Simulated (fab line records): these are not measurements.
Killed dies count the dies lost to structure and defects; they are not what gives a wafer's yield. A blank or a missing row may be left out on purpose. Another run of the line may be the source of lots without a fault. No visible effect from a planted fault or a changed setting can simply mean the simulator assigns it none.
The same fault as seen by 2 desks | flow sky130 | only its own numbers are on each desk; what lay behind them is given at the end

## METROLOGY DESK
Lot by lot, what the gauges showed, no matter which tool ran the lot: averages of those sampled wafers that carry a number. Marked OUT: a lot whose mean sits more than 4 standard deviations from the usual mean, which makes it out of limits; the brackets give that distance.
Columns: A = SPACER_CVD_00_THK at SKY_SPACER_THK_MEAS_01, usual 42.9 nm; B = cd-nm at SKY_METAL1_CD_MEAS_15, usual 139.8 nm
lot  | first seen here | A              | B
L565 | day 24 08:57    | 42.9           | 140.7
L566 | day 24 18:08    | 42.6           | 141.8
L567 | day 24 22:20    | 42.7           | 140.7
L568 | day 25 12:30    | 43.3           | 141.6
L570 | day 26 01:38    | 42.1           | 139.3
L571 | day 26 07:01    | 42.9           | 139.9
L574 | day 27 06:17    | 43.5           | 140.3
L580 | day 29 08:11    | 31.9 (-29) OUT | 139.4
L582 | day 30 00:21    | 43.2           | 138.7
L584 | day 30 15:22    | 42.5           | 138.1
This desk reports L580 out of limits; the earliest was L580 at day 29 08:11 (SPACER_CVD_00_THK at SKY_SPACER_THK_MEAS_01). L565, L566, L567, L568, L570, L571, L574, L582, L584 stayed within limits.

## FOR THE TOOL OWNER'S DESK: lpcvd-02
The tool's own readings at SKY_SPACER_CVD_00 (deposits Si3N4 from DCS/NH3, target thk 43.1 nm, time 740 s): means of the sampled wafers that have a number, for each lot that ran on this tool. Marked OUT: a lot whose mean sits more than 4 standard deviations from the usual mean, which makes it out of limits; the brackets give that distance. It has 8 readings, of which 7 appear: the earliest out of limits, and the ones furthest out on some lot.
Columns: A = spike-tc-bottom-C at SKY_SPACER_CVD_00, usual 787 C; B = spike-tc-centre-C at SKY_SPACER_CVD_00, usual 769.9 C; C = spike-tc-lower-C at SKY_SPACER_CVD_00, usual 770.4 C; D = spike-tc-top-C at SKY_SPACER_CVD_00, usual 782.3 C; E = spike-tc-upper-C at SKY_SPACER_CVD_00, usual 771.7 C; F = susceptor-temp-C at SKY_SPACER_CVD_00, usual 770.03 C; G = zone-power-upper-pct at SKY_SPACER_CVD_00, usual 11.85 %
lot  | first seen here | A              | B               | C               | D               | E               | F                | G
L565 | day 24 07:44    | 789            | 768.8           | 770.8           | 781.9           | 773.1           | 769.76           | 11.78
L566 | day 24 16:19    | 789            | 769.9           | 770.7           | 783.2           | 772.8           | 770.20           | 11.96
L567 | day 24 20:31    | 788            | 769.3           | 769.6           | 782.5           | 771.8           | 769.61           | 12.04
L568 | day 25 11:17    | 790            | 768.5           | 771.0           | 782.8           | 771.2           | 769.75           | 11.93
L570 | day 26 00:26    | 790            | 768.9           | 771.5           | 782.1           | 772.3           | 769.93           | 11.77
L571 | day 26 05:47    | 782            | 771.1           | 768.7           | 781.7           | 769.4           | 770.06           | 11.68
L574 | day 27 05:05    | 788            | 769.6           | 770.6           | 782.7           | 773.2           | 770.14           | 11.94
L580 | day 29 06:22    | 767 (-5.5) OUT | 756.4 (-11) OUT | 754.5 (-13) OUT | 767.0 (-14) OUT | 754.9 (-11) OUT | 755.30 (-55) OUT | 11.36
L582 | day 29 23:09    | 790            | 768.7           | 771.3           | 782.6           | 771.1           | 770.11           | 11.95
L584 | day 30 14:08    | 789            | 769.8           | 770.6           | 781.8           | 772.0           | 770.29           | 11.84
This desk's finding: out of limits on L580; first on L580, day 29 06:22 (spike-tc-bottom-C at SKY_SPACER_CVD_00). L565, L566, L567, L568, L570, L571, L574, L582, L584 stayed within limits.

## ALL TOGETHER
The tool owner's desk could have raised an alarm at day 29 06:22, on L580.
L580 would have let the metrology desk raise an alarm at day 29 08:11.
On lpcvd-02, each named lot ran SKY_SPACER_CVD_00.

## WHAT HAD BEEN PUT IN BY THE SIMULATOR
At SKY_SPACER_CVD_00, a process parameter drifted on lpcvd-02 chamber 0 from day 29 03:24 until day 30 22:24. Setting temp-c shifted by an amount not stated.
Lots struck among those shown: L580.
Fault start to first reading out of limits, in hours, per desk: tool owner, 3; metrology, 5.
